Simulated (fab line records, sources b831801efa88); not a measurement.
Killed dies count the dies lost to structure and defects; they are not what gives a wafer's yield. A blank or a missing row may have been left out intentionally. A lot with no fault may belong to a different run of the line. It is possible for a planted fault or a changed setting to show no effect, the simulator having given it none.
2 desks, one fault + flow sfq_line + only its own numbers are on each desk; what lay behind them is given at the end

TOOL OWNER'S DESK, rie_metal-03
The tool's own readings at SFQ_TRILAYER_M0_BARC_OPEN_METAL_ETCH_031 (etches BARC in O2, target depth 125 nm, time 41.7 s): means of the sampled wafers that have a number, for each lot that ran on this tool. A lot is out of limits, marked OUT, if its mean lies more than 4 standard deviations from the usual mean; the brackets give that distance.
Columns: A = drypump_motor_current_A at SFQ_TRILAYER_M0_BARC_OPEN_METAL_ETCH_031, usual 5.9 A; B = oes_product_au at SFQ_TRILAYER_M0_BARC_OPEN_METAL_ETCH_031, usual 0.685 a.u.; C = run_length_s at SFQ_TRILAYER_M0_BARC_OPEN_METAL_ETCH_031, usual 70.1 s
| lot  | first seen here | A   | B                | C              |
|------|-----------------|-----|------------------|----------------|
| L102 | day 8 16:34     | 5.8 | 0.681            | 69.9           |
| L106 | day 13 05:04    | 6.0 | 0.679            | 70.0           |
| L108 | day 13 07:29    | 6.1 | 0.690            | 69.9           |
| L116 | day 13 18:20    | 5.5 | 0.649 (-8.4) OUT | 76.1 (+20) OUT |
| L118 | day 13 20:40    | 5.8 | 0.652 (-7.7) OUT | 76.0 (+20) OUT |
This desk's verdict: out of limits on L116, L118, starting with L116 at day 13 18:20 (oes_product_au at SFQ_TRILAYER_M0_BARC_OPEN_METAL_ETCH_031). L102, L106, L108: within limits.

METROLOGY DESK
What the gauges read, lot by lot, whatever tool the lot ran on: means of the sampled wafers that have a number. A lot is out of limits, marked OUT, if its mean lies more than 4 standard deviations from the usual mean; the brackets give that distance.
Columns: A = I2_BOW at SFQ_I2_BOW_MEAS_917, usual 2 um
| lot  | first seen here | A   |
|------|-----------------|-----|
| L102 | day 23 15:25    | -21 |
| L105 | day 30 03:41    | 1   |
| L106 | day 30 11:46    | -3  |
| L107 | day 30 20:33    | 21  |
| L108 | day 30 23:32    | -1  |
| L109 | day 31 03:05    | 3   |
| L115 | day 31 23:29    | 11  |
| L116 | day 32 01:17    | 1   |
| L117 | day 32 04:28    | -12 |
| L118 | day 32 06:14    | 12  |
| L121 | day 32 14:26    | 13  |
| L122 | day 32 15:11    | -1  |
| L123 | day 32 18:10    | 0   |
| L125 | day 32 21:11    | -8  |
This desk's finding: nothing out of limits on any of the 14 lots.

ALL TOGETHER
The tool owner's desk had the chance to raise an alarm at day 13 18:20 on L116, L118.
The metrology desk saw nothing out of limits.
The metrology desk has L116, L118 on record, within its limits.
SFQ_TRILAYER_M0_BARC_OPEN_METAL_ETCH_031 was run on rie_metal-03 by each of the lots named.

WHAT THE SIMULATOR HAD INSERTED
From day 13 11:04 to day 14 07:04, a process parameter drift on rie_metal-03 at SFQ_TRILAYER_M0_BARC_OPEN_METAL_ETCH_031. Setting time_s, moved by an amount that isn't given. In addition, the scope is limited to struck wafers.
Struck lots among those shown: L116, L118.
Time in hours from fault onset to the first out-of-limits reading at each desk: the tool owner's desk, 7.
